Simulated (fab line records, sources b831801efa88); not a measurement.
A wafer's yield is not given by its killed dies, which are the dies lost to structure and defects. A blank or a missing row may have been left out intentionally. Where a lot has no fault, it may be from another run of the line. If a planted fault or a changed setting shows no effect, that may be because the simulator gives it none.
What tool caused it?	flow sky130	11 lots with 33 wafers sampled at 4 steps, on a route of 708 steps

== WHAT THE GAUGES READ, wafer by wafer ==
SKY_VIA3_THK_MEAS_23: measures by xrf.
lot	measured	on	VIA3_W_THK (nm)
L888	day 39 15:58	film_metro-03	373 372 375
L889	day 39 20:39	film_metro-01	396 387 397
L890	day 40 02:20	film_metro-01	387 380 389
L893	day 41 15:43	film_metro-01	389 386 383
L892	day 41 21:34	film_metro-03	380 383 381
L891	day 41 22:05	film_metro-04	388 391 405
L894	day 42 03:32	film_metro-03	387 379 385
L896	day 42 03:47	film_metro-01	377 388 380
L903	day 43 16:40	film_metro-03	401 400 396
L909	day 45 07:08	film_metro-01	382 381 378
L910	day 45 17:47	film_metro-04	384 387 379

SKY_VIA4_THK_MEAS_01.
lot	measured	on	VIA4_HDPCVD_THK (nm)
L888	day 41 17:31	film_metro-02	1731 1723 1726
L889	day 41 23:44	film_metro-02	1728 1705 1729
L890	day 42 03:59	film_metro-03	1709 1734 1744
L893	day 43 17:49	film_metro-04	1715 1699 1737
L892	day 43 22:35	film_metro-04	1751 1747 1725
L891	day 43 23:17	film_metro-02	1770 1737 1742
L894	day 44 04:14	film_metro-04	1493 1488 1472
L896	day 44 05:13	film_metro-03	1458 1440 1469
L903	day 45 14:58	film_metro-02	1736 1774 1731
L909	day 47 03:00	film_metro-02	1723 1769 1744
L910	day 47 12:53	film_metro-02	1774 1733 1780

== WHICH TOOL RAN EACH LOT (tool, then ch and the chambers of the sampled wafers, then the start) ==
lot	SKY_METAL4_ETCH_17	SKY_VIA4_HDPCVD_00
L888	rie_diel-01 ch 0,1,2, day 41 16:32	hdpcvd-01 ch 0,1, day 41 17:20
L889	rie_diel-02 ch 1,2,3, day 41 22:44	hdpcvd-02 ch 0,1, day 41 23:32
L890	rie_diel-01 ch 0,1, day 42 02:59	hdpcvd-01 ch 1,2, day 42 03:47
L893	rie_diel-04 ch 0,2,3, day 43 16:50	hdpcvd-01 ch 0,1,2, day 43 17:38
L892	rie_diel-04 ch 1,2,3, day 43 21:36	hdpcvd-02 ch 0,1, day 43 22:24
L891	rie_diel-02 ch 1,3, day 43 22:18	hdpcvd-02 ch 0,1, day 43 23:06
L894	rie_diel-02 ch 0,2,3, day 44 03:14	hdpcvd-02 ch 1,2, day 44 04:02
L896	rie_diel-04 ch 1,2, day 44 04:11	hdpcvd-02 ch 1,2, day 44 05:01
L903	rie_diel-04 ch 0,1, day 45 13:59	hdpcvd-01 ch 0,1,2, day 45 14:47
L909	rie_diel-01 ch 0,1,2, day 47 01:50	hdpcvd-01 ch 0,1,2, day 47 02:49
L910	rie_diel-01 ch 0,3, day 47 11:53	hdpcvd-01 ch 0,2, day 47 12:43
- SKY_METAL4_ETCH_17: etches SiO2 in C4F8/O2/Ar, stops on TiN, time 3.9 s, target depth 15 nm.
- SKY_VIA4_HDPCVD_00: deposits SiO2, target thk 1750 nm, time 291.7 s.

== AS READ BY THE TOOLS THEMSELVES (means over the sampled wafers that have a number; for cases with no such wafer, the mark the record gives instead) ==
SKY_METAL4_ETCH_17.
lot	tool	oes_product_au (a.u.)	rf_fwd_power_W (W)
L888	rie_diel-01	0.753	1470
L889	rie_diel-02	0.756	1469
L890	rie_diel-01	0.758	1459
L893	rie_diel-04	0.755	1466
L892	rie_diel-04	0.753	1460
L891	rie_diel-02	0.752	1472
L894	rie_diel-02	0.747	1471
L896	rie_diel-04	0.753	1462
L903	rie_diel-04	0.753	1466
L909	rie_diel-01	0.750	1473
L910	rie_diel-01	0.756	1463

SKY_VIA4_HDPCVD_00.
lot	tool	run_length_s (s)
L888	hdpcvd-01	319.9
L889	hdpcvd-02	318.8
L890	hdpcvd-01	319.1
L893	hdpcvd-01	319.4
L892	hdpcvd-02	319.2
L891	hdpcvd-02	319.0
L894	hdpcvd-02	273.8
L896	hdpcvd-02	273.7
L903	hdpcvd-01	319.3
L909	hdpcvd-01	319.3
L910	hdpcvd-01	319.2

== THE ANSWER, worked out from the rows above alone ==
Rule: what is usual is taken from the lots themselves. Put in order of their means at a reading, lots are off if they are a third of the lots or fewer, leave a main group of 4 or more, and stand apart from it by a gap of 3 or more times the standard deviation of the main group's means; of several such gaps the widest counts. A main group whose means are all the same, to the digits that the tables above print for the reading, isn't used. Also off: a lot with no number at a reading for which 4 or more lots have one. All remaining lots with rows at the step are treated as sound. After the gauges, taken in route order, come the tools' own readings; for these a lot's mean is taken, as printed above. At the first step where some lot is off, the reading lying furthest off is the one used; lots without a number count as furthest.
Off: L894, L896, seen at SKY_VIA4_THK_MEAS_01 (VIA4_HDPCVD_THK). Mean 1738 nm and standard deviation 14 in the main group.
If a tool, at a process step before that reading, ran all the lots that are off and no sound lot after the first of them, it fits. Not tried: the gauges at SKY_VIA4_THK_MEAS_01; whatever is off there is also off at SKY_VIA4_HDPCVD_00, on other tools, and gauge error can't account for it. One fits: SKY_VIA4_HDPCVD_00 on hdpcvd-02. Its last sound lot is L891 (day 43 23:06), its first lot that is off L894 (day 44 04:02): a fault that began between those two fits.
On the lots that are off, the tool's own readings at SKY_VIA4_HDPCVD_00 differ by more than 5 times the standard deviation of the sound lots' means, which bears it out; run_length_s reads 273.8 s there versus 319.2 s on the sound lots.

== WHAT WAS PUT IN BY THE SIMULATOR ==
Drift in process parameters on hdpcvd-02 at SKY_VIA4_HDPCVD_00, starting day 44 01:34. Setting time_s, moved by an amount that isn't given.
Struck lots among those shown: L894, L896. Same finding as the rule above.
